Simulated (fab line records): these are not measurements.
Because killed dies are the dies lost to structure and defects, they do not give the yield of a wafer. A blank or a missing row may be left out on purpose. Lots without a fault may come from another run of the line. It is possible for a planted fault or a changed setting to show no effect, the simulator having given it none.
Code-filled problem report in 8D (eight disciplines) form | flow sky130 | the parts of the form that need people (team, actions taken, sign-off) are left out

== 1. THE PROBLEM ==
VT_ADJUST_LVTN_TW at SKY_VT_ADJUST_LVTN_TW_MEAS_10 reads a mean of 30.0 on 3 wafers of 1 lot; wafers without a fault read 239.4 with a standard deviation of 2.1. So: -99 or more standard deviations from the usual mean.
First seen on wafer L489.2, day 9 05:25, on film-metro-03. At this step, 39 wafers from 13 lots have a number in the record. By rule, "out" or "out of limits" means more than 4 standard deviations away from the usual mean. Any other wafer with a number is counted as sound.

== 2. WHAT IT IS AND WHAT IT IS NOT ==
question                    | is                     | is not
which readings at this step | VT_ADJUST_LVTN_TW      | -
which lots                  | L489                   | L481, L483, L484, L485, L486, L496, L498, L499, L500, L502, L503, L504
which wafers of those lots  | all that have a number | -
read on which gauges        | film-metro-03          | film-metro-01, film-metro-04
when                        | from day 9 05:25       | up to then (15 sound wafers); but 21 sound wafers of L496, L498, L499, L500, L502, L503, L504 came after

== 3. WHAT RULES OUT EACH SUSPECT ==
Counting: a tool stays on the suspect list if, at a process step up to the reading, it processed all lots that are out and no sound lot following the first of them.
- the gauge at SKY_VT_ADJUST_LVTN_TW_MEAS_10 is ruled out. All the wafers that are out were read on film-metro-03, but those of them that SKY_VT_ADJUST_HVTP_STRIP_10 has rows for are out there too, on other tools.
- plasma-asher-03 at SKY_VT_ADJUST_HVTP_STRIP_10 (strips in O2/N2): ruled out as a lasting fault. The sound lots L498 went through it after L489, its earliest lot that is out (day 8 07:48).
- plasma-asher-02 at SKY_VT_ADJUST_LVTN_STRIP_09 (strips in O2/N2): ruled out as a lasting fault. The sound lots L500 went through it after L489, its earliest lot that is out (day 9 05:19).
Left after counting: nothing in the record.

== 4. THE CAUSE (what the simulator had put in) ==
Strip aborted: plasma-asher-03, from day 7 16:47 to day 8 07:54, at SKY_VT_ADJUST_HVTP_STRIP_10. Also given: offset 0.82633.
Counting ruled it out, wrongly: the rule takes a fault to strike every lot that its tool runs from its start on, and this one did not.

== 5. THE CHAIN OF EFFECTS, in route order ==
Each row: a reading whose mean over the struck wafers that have a number lies more than 3 standard deviations from the usual. Scope: only readings with a usual standard deviation given in the record; hours: median across lots of the time from each lot's start at the first step in this table that gives one to its start at this step; sigmas: change in usual standard deviations.
hours | step                          | reading                  | usual      | on struck wafers | change | sigmas
0     | SKY_VT_ADJUST_HVTP_STRIP_10   | oes-product-au           | 0.716 a.u. | 0.915            | +0.199 | +44
22    | SKY_VT_ADJUST_LVTN_STRIP_09   | strip-time-to-endpoint-s | 36.91 s    | 46.88            | +9.97  | +99 or more
22    | SKY_VT_ADJUST_LVTN_TW_MEAS_10 | VT_ADJUST_LVTN_TW        | 239.4      | 30.0             | -209.4 | -99 or more
The process steps in it:
- SKY_VT_ADJUST_HVTP_STRIP_10: strips in O2/N2.
- SKY_VT_ADJUST_LVTN_STRIP_09: strips in O2/N2.
Readings that are blank on the struck wafers while sound wafers have them: strip-time-to-endpoint-s at SKY_VT_ADJUST_HVTP_STRIP_10.

== 6. HOW IT WOULD HAVE BEEN CAUGHT EARLIER ==
The first out-of-limits reading at a measuring or inspecting step in this record came at day 9 05:25, 37 hours after the fault's start at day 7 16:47.
At SKY_VT_ADJUST_HVTP_STRIP_10, the tool's own readings (oes-product-au) were out on each struck wafer the step has a row for, so an alarm limit on them would have fired on the first such wafer.
